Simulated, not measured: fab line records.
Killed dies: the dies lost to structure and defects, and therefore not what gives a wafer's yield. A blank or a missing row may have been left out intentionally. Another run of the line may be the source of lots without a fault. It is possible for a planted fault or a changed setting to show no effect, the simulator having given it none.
Chamber matching | flow sky130 | 4 sister chambers for SKY_VIA2_ETCH_15 on rie-diel-03
The step etches SiO2 in C4F8/O2/Ar, stops on TiN, target depth 546 nm, time 84 s. 22 wafers are shown with their chamber, then 11 later ones without.

WAFERS PAIRED WITH THEIR CHAMBERS
wafer  | chamber | chamber-pressure-mTorr (mTorr) | oes-product-au (a.u.)
L076.1 | 0       | 40.02                          | 0.940
L076.4 | 0       | 40.01                          | 0.941
L076.5 | 3       | 39.99                          | 0.940
L077.2 | 0       | 40.03                          | 0.943
L077.4 | 3       | 39.97                          | 0.934
L077.5 | 1       | 39.95                          | 0.942
L082.1 | 0       | 39.95                          | 0.939
L082.2 | 1       | 40.03                          | 0.935
L082.4 | 2       | 40.03                          | 0.935
L086.1 | 0       | 39.99                          | 0.939
L086.3 | 1       | 40.00                          | 0.937
L086.5 | 2       | 40.09                          | 0.938
L087.1 | 1       | 39.98                          | 0.940
L087.3 | 0       | 40.02                          | 0.937
L087.6 | 0       | 40.03                          | 0.940
L088.2 | 1       | 40.05                          | 0.924
L088.3 | 2       | 40.04                          | 0.936
L088.4 | 3       | 39.99                          | 0.949
L089.2 | 0       | 39.94                          | 0.936
L089.5 | 0       | 39.98                          | 0.938
L089.6 | 3       | 40.02                          | 0.942
L093.4 | 3       | 39.96                          | 0.947

SIGNATURES (averages over the wafers above)
reading                | chamber 0 | chamber 1 | chamber 2 | chamber 3 | scatter within a chamber
chamber-pressure-mTorr | 39.9967   | 40.0020   | 40.0533   | 39.9860   | 0.0331
oes-product-au         | 0.93922   | 0.93560   | 0.93633   | 0.94240   | 0.00459
Rule: a wafer's distance from a chamber is the root of the sum, over the readings, of the square of ((its reading less the chamber's mean) divided by the reading's scatter). The wafer belongs to the nearest chamber; if the next one is less than 2 further off, it can't be placed. How the scatter is found: for the shown wafers, subtract from each reading the mean of its chamber, square and add these, divide the total by (wafers less chambers), then take the root.

WAFERS WHOSE CHAMBER IS MISSING
wafer  | chamber-pressure-mTorr (mTorr) | oes-product-au (a.u.)
L093.5 | 39.99                          | 0.950
L093.6 | 40.03                          | 0.943
L092.2 | 40.01                          | 0.940
L092.4 | 39.89                          | 0.939
L092.5 | 40.00                          | 0.935
L096.2 | 40.06                          | 0.940
L096.3 | 40.03                          | 0.936
L096.6 | 40.01                          | 0.944
L097.4 | 40.01                          | 0.944
L097.5 | 40.02                          | 0.940
L097.6 | 40.02                          | 0.936

THE CHAMBER EACH PASSED THROUGH
wafer  | from the rows above               | in truth
L093.5 | can't be placed: 3 or 0 or 1 or 2 | 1
L093.6 | can't be placed: 0 or 3 or 2 or 1 | 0
L092.2 | can't be placed: 0 or 3 or 1 or 2 | 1
L092.4 | can't be placed: 3 or 0 or 1 or 2 | 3
L092.5 | can't be placed: 1 or 0 or 2 or 3 | 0
L096.2 | can't be placed: 2 or 0 or 1 or 3 | 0
L096.3 | can't be placed: 2 or 1 or 0 or 3 | 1
L096.6 | can't be placed: 3 or 0 or 1 or 2 | 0
L097.4 | can't be placed: 3 or 0 or 1 or 2 | 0
L097.5 | can't be placed: 0 or 1 or 3 or 2 | 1
L097.6 | can't be placed: 1 or 0 or 2 or 3 | 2
Correctly placed: 0 of 11. Can't be placed from these rows: 11 (the true chamber is among the candidates in 11). Number placed wrongly: 0.
